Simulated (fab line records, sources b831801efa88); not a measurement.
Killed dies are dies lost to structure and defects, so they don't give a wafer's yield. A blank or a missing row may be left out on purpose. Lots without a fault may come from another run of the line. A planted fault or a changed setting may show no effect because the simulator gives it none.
A struck lot beside a sound one | flow sfq_line | 17 steps out of a route of 325
Sound: wafers L131.1, L131.3, L131.5. Struck: wafer L141.5. (L141.2, L141.6 of the same lot were not struck and are left out.) The cause comes at the end.
At each step with rows: each side's tool, then ch and its chambers, then its first start. Under that, the readings that differ: sound wafers | struck wafers | difference of the means | sigmas: that difference in standard deviations of wafers without a fault.
alike: readings whose means differ by less than 2 such deviations, and words and numbers that are the same on both sides. not compared: withheld readings, readings that some wafer has no value for, bounds like >300 that may hide the same value, and numbers for which the record gives no deviation and whose values overlap.
The two part at a step that has a row with sigmas, a row that says differs or no value, or rows on one side only. Numbers that don't overlap but have no deviation are shown without sigmas and don't part them. A reading that every wafer of one side lacks parts them only if that side has two wafers or more.

SFQ_TRILAYER_I6_VIA_BARC_OPEN_VIA_ETCH_235: etches BARC in O2, target depth 125 nm, time 41.7 s.
  sound on rie_diel-03 ch 0,2,3, day 69 04:59; struck on rie_diel-02 ch 1, day 72 23:38
  alike: drypump_motor_current_A, oes_product_au
  not compared: rf_hours_counter_h
SFQ_TRILAYER_I6_VIA_ETCH_VIA_ETCH_172: etches SiO2 in CHF3, stops on Nb, target depth 260 nm.
  sound on rie_diel-03 ch 0,2,3, day 69 05:02; struck on rie_diel-02 ch 1, day 72 23:41
  alike: drypump_motor_current_A, oes_product_au
SFQ_TRILAYER_I6_VIA_STRIP_STRIP_173: strips in O2.
  sound on rie_metal-02 ch 0,1, day 69 05:08; struck on rie_metal-04 ch 0, day 72 23:47
  alike: drypump_motor_current_A, oes_product_au
  not compared: rf_hours_counter_h
then, 2 steps without rows for these wafers: SFQ_TRILAYER_I6_VIA_STRIP_SOLV_CLEAN_174 (cleans in NMP, time 600 s); SFQ_TRILAYER_M7_DEP_PRE_CLEAN_176 (time 22.5 s).
SFQ_TRILAYER_M7_DEP_SPUTTER_175: material Nb, target thk 200 nm, time 133.3 s.
  sound on pvd_sputter-04, day 69 05:57; struck on pvd_sputter-03, day 73 00:36
  alike: substrate_temp_c, throttle_valve_pct
SFQ_M7_RS_MEAS_943: measures by four-point-probe.
  sound on film_metro-04, day 69 06:03; struck on film_metro-01, day 73 00:43
  reading           | sound             | struck | difference | sigmas
  M7_NB_RS (ohm/sq) | 0.873 0.876 0.884 | 0.903  | +0.025     | +4
then, 4 steps without rows for these wafers: SFQ_TRILAYER_M7_LITHO_COAT_182 (resist thk 62 nm); SFQ_TRILAYER_M7_LITHO_COAT_177 (resist thk 600 nm); SFQ_TRILAYER_M7_LITHO_SOFTBAKE_181; SFQ_TRILAYER_M7_LITHO_EXPOSE_178 (exposes mask M7, target cd 500 nm).
SFQ_TRILAYER_M7_LITHO_PEB_180: peb time 60 s.
  sound on litho_track-04 ch 0, day 70 07:04; struck on litho_track-04 ch 0, day 74 01:43
  reading                  | sound             | struck | difference | sigmas
  heater_power_total_W (W) | 79.21 79.18 79.22 | 80.53  | +1.33      | +20
  alike: exhaust_pa
then, 1 step without rows for these wafers: SFQ_TRILAYER_M7_LITHO_DEVELOP_179 (time 60 s).
SFQ_M7_OVL_MEAS_945:
  sound on overlay-01, day 70 07:22; struck on overlay-01, day 74 02:00
  reading     | sound    | struck | difference | sigmas
  M7_OVL (nm) | -6 -6 -3 | 8      | +13        | +2
SFQ_TRILAYER_M7_BARC_OPEN_METAL_ETCH_229: etches BARC in O2, target depth 125 nm, time 41.7 s.
  sound on rie_metal-03 ch 0,1, day 70 07:24; struck on rie_metal-02 ch 1, day 74 02:02
  reading             | sound             | struck | difference | sigmas
  model.M7.cd_nm (nm) | 499.5 499.1 499.7 | 506.4  | +7.0       |
  alike: drypump_motor_current_A, oes_product_au
  not compared: rf_hours_counter_h
SFQ_TRILAYER_M7_ETCH_METAL_ETCH_180: etches Nb in Cl2/Ar, stops on SiO2, target depth 240 nm, time 120 s.
  sound on rie_metal-03 ch 0,1, day 70 07:28; struck on rie_metal-02 ch 1, day 74 02:05
  reading             | sound           | struck | difference | sigmas
  model.M7.cd_nm (nm) | 499.6 500.8 502 | 506.6  | +5.8       |
  alike: drypump_motor_current_A, oes_product_au
  not compared: rf_hours_counter_h
SFQ_TRILAYER_M7_STRIP_STRIP_181: strips in O2.
  sound on rie_metal-03 ch 0,1, day 70 07:35; struck on rie_metal-02 ch 1, day 74 02:13
  alike: drypump_motor_current_A, oes_product_au
  not compared: rf_hours_counter_h

WHERE THEY PART
First at SFQ_M7_RS_MEAS_943; last, within this record, at SFQ_M7_OVL_MEAS_945. Later steps at which nothing parts them and some readings are alike: SFQ_TRILAYER_M7_BARC_OPEN_METAL_ETCH_229, SFQ_TRILAYER_M7_ETCH_METAL_ETCH_180, SFQ_TRILAYER_M7_STRIP_STRIP_181.

WHY: what the simulator had put in
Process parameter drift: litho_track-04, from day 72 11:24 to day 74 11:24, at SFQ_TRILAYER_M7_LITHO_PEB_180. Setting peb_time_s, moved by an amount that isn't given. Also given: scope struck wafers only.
